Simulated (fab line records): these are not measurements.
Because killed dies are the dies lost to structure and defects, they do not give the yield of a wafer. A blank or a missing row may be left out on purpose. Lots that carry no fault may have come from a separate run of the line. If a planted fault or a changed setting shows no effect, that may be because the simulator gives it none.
Which of the tools did it? || flow gf180mcu || 14 lots with 42 wafers sampled at 4 steps, on a route of 602 steps

WHAT THE GAUGES SHOWED, per wafer
GF_V3_RS_MEAS_24: the measuring method here is four-point-probe. Usual: V3_W_RS 0.329 ohm/sq, standard deviation 0.0031.
{"lot": "L917", "measured": "day 22 20:15", "on": "film metro-03", "V3_W_RS (ohm/sq)": "0.329 0.330 0.331", "flag": ""}
{"lot": "L918", "measured": "day 23 01:43", "on": "film metro-03", "V3_W_RS (ohm/sq)": "0.330 0.331 0.332", "flag": ""}
{"lot": "L919", "measured": "day 23 06:54", "on": "film metro-02", "V3_W_RS (ohm/sq)": "0.331 0.332 0.333", "flag": ""}
{"lot": "L920", "measured": "day 23 23:55", "on": "film metro-03", "V3_W_RS (ohm/sq)": "0.329 0.329 0.327", "flag": ""}
{"lot": "L921", "measured": "day 24 05:50", "on": "film metro-03", "V3_W_RS (ohm/sq)": "0.330 0.329 0.332", "flag": ""}
{"lot": "L922", "measured": "day 25 02:26", "on": "film metro-02", "V3_W_RS (ohm/sq)": "0.327 0.330 0.329", "flag": ""}
{"lot": "L923", "measured": "day 25 06:40", "on": "film metro-02", "V3_W_RS (ohm/sq)": "0.329 0.336 0.330", "flag": ""}
{"lot": "L924", "measured": "day 25 12:48", "on": "film metro-02", "V3_W_RS (ohm/sq)": "0.334 0.334 0.335", "flag": ""}
{"lot": "L928", "measured": "day 26 13:11", "on": "film metro-02", "V3_W_RS (ohm/sq)": "0.332 0.333 0.332", "flag": ""}
{"lot": "L930", "measured": "day 26 20:50", "on": "film metro-01", "V3_W_RS (ohm/sq)": "0.325 0.329 0.324", "flag": ""}
{"lot": "L936", "measured": "day 29 00:50", "on": "film metro-03", "V3_W_RS (ohm/sq)": "0.327 0.328 0.324", "flag": ""}
{"lot": "L938", "measured": "day 29 07:17", "on": "film metro-03", "V3_W_RS (ohm/sq)": "0.324 0.327 0.325", "flag": ""}
{"lot": "L939", "measured": "day 29 15:32", "on": "film metro-01", "V3_W_RS (ohm/sq)": "0.326 0.329 0.330", "flag": ""}
{"lot": "L940", "measured": "day 29 21:46", "on": "film metro-02", "V3_W_RS (ohm/sq)": "0.336 0.330 0.333", "flag": ""}

GF_M5_CD_MEAS_07 targets a cd of 280 nm. Usual: cd nm reads 279.8 nm (standard deviation 1.1).
{"lot": "L917", "measured": "day 26 16:17", "on": "cd sem-02", "cd nm (nm)": "279.7 280.9 279.7", "flag": ""}
{"lot": "L918", "measured": "day 26 21:47", "on": "cd sem-02", "cd nm (nm)": "279.5 279.5 280.4", "flag": ""}
{"lot": "L919", "measured": "day 27 00:23", "on": "cd sem-02", "cd nm (nm)": "280.5 281.0 280.1", "flag": ""}
{"lot": "L920", "measured": "day 27 17:32", "on": "cd sem-02", "cd nm (nm)": "280.0 280.4 280.2", "flag": ""}
{"lot": "L921", "measured": "day 27 21:47", "on": "cd sem-01", "cd nm (nm)": "281.4 280.2 280.9", "flag": ""}
{"lot": "L922", "measured": "day 28 17:18", "on": "cd sem-02", "cd nm (nm)": "279.3 279.6 277.9", "flag": ""}
{"lot": "L923", "measured": "day 28 21:31", "on": "cd sem-02", "cd nm (nm)": "277.1 277.6 278.7", "flag": ""}
{"lot": "L924", "measured": "day 29 02:58", "on": "cd sem-02", "cd nm (nm)": "279.2 278.5 279.5", "flag": ""}
{"lot": "L928", "measured": "day 30 00:48", "on": "cd sem-02", "cd nm (nm)": "278.4 278.5 277.9", "flag": ""}
{"lot": "L930", "measured": "day 30 07:48", "on": "cd sem-01", "cd nm (nm)": "280.3 280.2 279.3", "flag": ""}
{"lot": "L936", "measured": "day 32 06:58", "on": "cd sem-02", "cd nm (nm)": "279.2 279.4 279.3", "flag": ""}
{"lot": "L938", "measured": "day 32 12:28", "on": "cd sem-02", "cd nm (nm)": "279.5 279.0 279.3", "flag": ""}
{"lot": "L939", "measured": "day 32 18:19", "on": "cd sem-02", "cd nm (nm)": "280.3 279.9 279.4", "flag": ""}
{"lot": "L940", "measured": "day 33 00:50", "on": "cd sem-01", "cd nm (nm)": "279.1 279.0 278.4", "flag": ""}

EACH LOT AND THE TOOL THAT RAN IT (in order: tool; ch and the chambers of the sampled wafers; start)
{"lot": "L917", "GF_M4_DEHYDRATE_07": "litho track-02 ch 0, day 23 07:34", "GF_MIM_SPUTTER_09": "pvd sputter-03, day 24 21:19"}
{"lot": "L918", "GF_M4_DEHYDRATE_07": "litho track-04 ch 0, day 23 13:14", "GF_MIM_SPUTTER_09": "pvd sputter-04, day 25 02:18"}
{"lot": "L919", "GF_M4_DEHYDRATE_07": "litho track-02 ch 0, day 23 18:41", "GF_MIM_SPUTTER_09": "pvd sputter-04, day 25 06:55"}
{"lot": "L920", "GF_M4_DEHYDRATE_07": "litho track-02 ch 0, day 24 11:14", "GF_MIM_SPUTTER_09": "pvd sputter-03, day 25 23:04"}
{"lot": "L921", "GF_M4_DEHYDRATE_07": "litho track-01 ch 0, day 24 16:52", "GF_MIM_SPUTTER_09": "pvd sputter-04, day 26 04:28"}
{"lot": "L922", "GF_M4_DEHYDRATE_07": "litho track-04 ch 0, day 25 13:32", "GF_MIM_SPUTTER_09": "pvd sputter-01, day 27 00:53"}
{"lot": "L923", "GF_M4_DEHYDRATE_07": "litho track-01 ch 0, day 25 17:49", "GF_MIM_SPUTTER_09": "pvd sputter-03, day 27 04:51"}
{"lot": "L924", "GF_M4_DEHYDRATE_07": "litho track-02 ch 0, day 26 00:01", "GF_MIM_SPUTTER_09": "pvd sputter-01, day 27 11:02"}
{"lot": "L928", "GF_M4_DEHYDRATE_07": "litho track-02 ch 0, day 26 23:13", "GF_MIM_SPUTTER_09": "pvd sputter-04, day 28 09:40"}
{"lot": "L930", "GF_M4_DEHYDRATE_07": "litho track-02 ch 0, day 27 07:53", "GF_MIM_SPUTTER_09": "pvd sputter-03, day 28 17:40"}
{"lot": "L936", "GF_M4_DEHYDRATE_07": "litho track-01 ch 0, day 29 10:38", "GF_MIM_SPUTTER_09": "pvd sputter-01, day 30 19:35"}
{"lot": "L938", "GF_M4_DEHYDRATE_07": "litho track-02 ch 0, day 29 17:29", "GF_MIM_SPUTTER_09": "pvd sputter-04, day 31 01:08"}
{"lot": "L939", "GF_M4_DEHYDRATE_07": "litho track-04 ch 0, day 30 01:14", "GF_MIM_SPUTTER_09": "pvd sputter-03, day 31 08:11"}
{"lot": "L940", "GF_M4_DEHYDRATE_07": "litho track-02 ch 0, day 30 07:41", "GF_MIM_SPUTTER_09": "pvd sputter-01, day 31 14:56"}
- GF_M4_DEHYDRATE_07: time 60 s.
- GF_MIM_SPUTTER_09: material TiN, target thk 35 nm, time 29.2 s.

AS READ BY THE TOOLS THEMSELVES (means over the sampled wafers that have a number; for cases with no such wafer, the mark the record gives instead)
GF_M4_DEHYDRATE_07. Usual: heater power total W 160.36 W, standard deviation 0.12; plate temp C 199.99 C, standard deviation 0.17.
{"lot": "L917", "tool": "litho track-02", "heater power total W (W)": 160.39, "plate temp C (C)": 200.25, "flag": ""}
{"lot": "L918", "tool": "litho track-04", "heater power total W (W)": 160.47, "plate temp C (C)": 200.05, "flag": ""}
{"lot": "L919", "tool": "litho track-02", "heater power total W (W)": 160.21, "plate temp C (C)": 200.07, "flag": ""}
{"lot": "L920", "tool": "litho track-02", "heater power total W (W)": 160.45, "plate temp C (C)": 200.05, "flag": ""}
{"lot": "L921", "tool": "litho track-01", "heater power total W (W)": 160.24, "plate temp C (C)": 199.88, "flag": ""}
{"lot": "L922", "tool": "litho track-04", "heater power total W (W)": 160.41, "plate temp C (C)": 199.72, "flag": ""}
{"lot": "L923", "tool": "litho track-01", "heater power total W (W)": 160.32, "plate temp C (C)": 200.01, "flag": ""}
{"lot": "L924", "tool": "litho track-02", "heater power total W (W)": 160.38, "plate temp C (C)": 199.88, "flag": ""}
{"lot": "L928", "tool": "litho track-02", "heater power total W (W)": 168.70, "plate temp C (C)": 208.38, "flag": "OFF"}
{"lot": "L930", "tool": "litho track-02", "heater power total W (W)": 168.80, "plate temp C (C)": 208.13, "flag": "OFF"}
{"lot": "L936", "tool": "litho track-01", "heater power total W (W)": 160.47, "plate temp C (C)": 199.90, "flag": ""}
{"lot": "L938", "tool": "litho track-02", "heater power total W (W)": 160.31, "plate temp C (C)": 199.96, "flag": ""}
{"lot": "L939", "tool": "litho track-04", "heater power total W (W)": 160.32, "plate temp C (C)": 200.04, "flag": ""}
{"lot": "L940", "tool": "litho track-02", "heater power total W (W)": 160.33, "plate temp C (C)": 200.10, "flag": ""}

GF_MIM_SPUTTER_09. Usual: throttle valve pct reads 30.3 % (standard deviation 1.1).
{"lot": "L917", "tool": "pvd sputter-03", "throttle valve pct (%)": 30.5, "flag": ""}
{"lot": "L918", "tool": "pvd sputter-04", "throttle valve pct (%)": 29.7, "flag": ""}
{"lot": "L919", "tool": "pvd sputter-04", "throttle valve pct (%)": 29.6, "flag": ""}
{"lot": "L920", "tool": "pvd sputter-03", "throttle valve pct (%)": 31.4, "flag": ""}
{"lot": "L921", "tool": "pvd sputter-04", "throttle valve pct (%)": 30.3, "flag": ""}
{"lot": "L922", "tool": "pvd sputter-01", "throttle valve pct (%)": 29.1, "flag": ""}
{"lot": "L923", "tool": "pvd sputter-03", "throttle valve pct (%)": 31.0, "flag": ""}
{"lot": "L924", "tool": "pvd sputter-01", "throttle valve pct (%)": 30.2, "flag": ""}
{"lot": "L928", "tool": "pvd sputter-04", "throttle valve pct (%)": 30.1, "flag": ""}
{"lot": "L930", "tool": "pvd sputter-03", "throttle valve pct (%)": 30.5, "flag": ""}
{"lot": "L936", "tool": "pvd sputter-01", "throttle valve pct (%)": 30.3, "flag": ""}
{"lot": "L938", "tool": "pvd sputter-04", "throttle valve pct (%)": 30.3, "flag": ""}
{"lot": "L939", "tool": "pvd sputter-03", "throttle valve pct (%)": 30.5, "flag": ""}
{"lot": "L940", "tool": "pvd sputter-01", "throttle valve pct (%)": 29.8, "flag": ""}

THE ANSWER, worked out from the rows above alone
Rule: a lot counts as off when the mean over its wafers that have a number is more than 3 standard deviations away from the usual mean. Also off: a lot with no number at a reading for which 4 or more lots have one. Where the step has rows for the other lots, those lots are counted as sound. The gauges are gone through in route order, then the tools' own readings, and for those a lot's mean is taken as printed above. The first step at which some lot is off is used, and at that step the reading that is off furthest; a lot without a number counts as furthest.
Off at GF_M4_DEHYDRATE_07 (heater power total W): L928, L930.
A tool fits if, at that step or a process step before it, it ran every lot that is off, and no sound lot after the first of them. Of those tried, none fits.

WHAT THE SIMULATOR HAD INSERTED
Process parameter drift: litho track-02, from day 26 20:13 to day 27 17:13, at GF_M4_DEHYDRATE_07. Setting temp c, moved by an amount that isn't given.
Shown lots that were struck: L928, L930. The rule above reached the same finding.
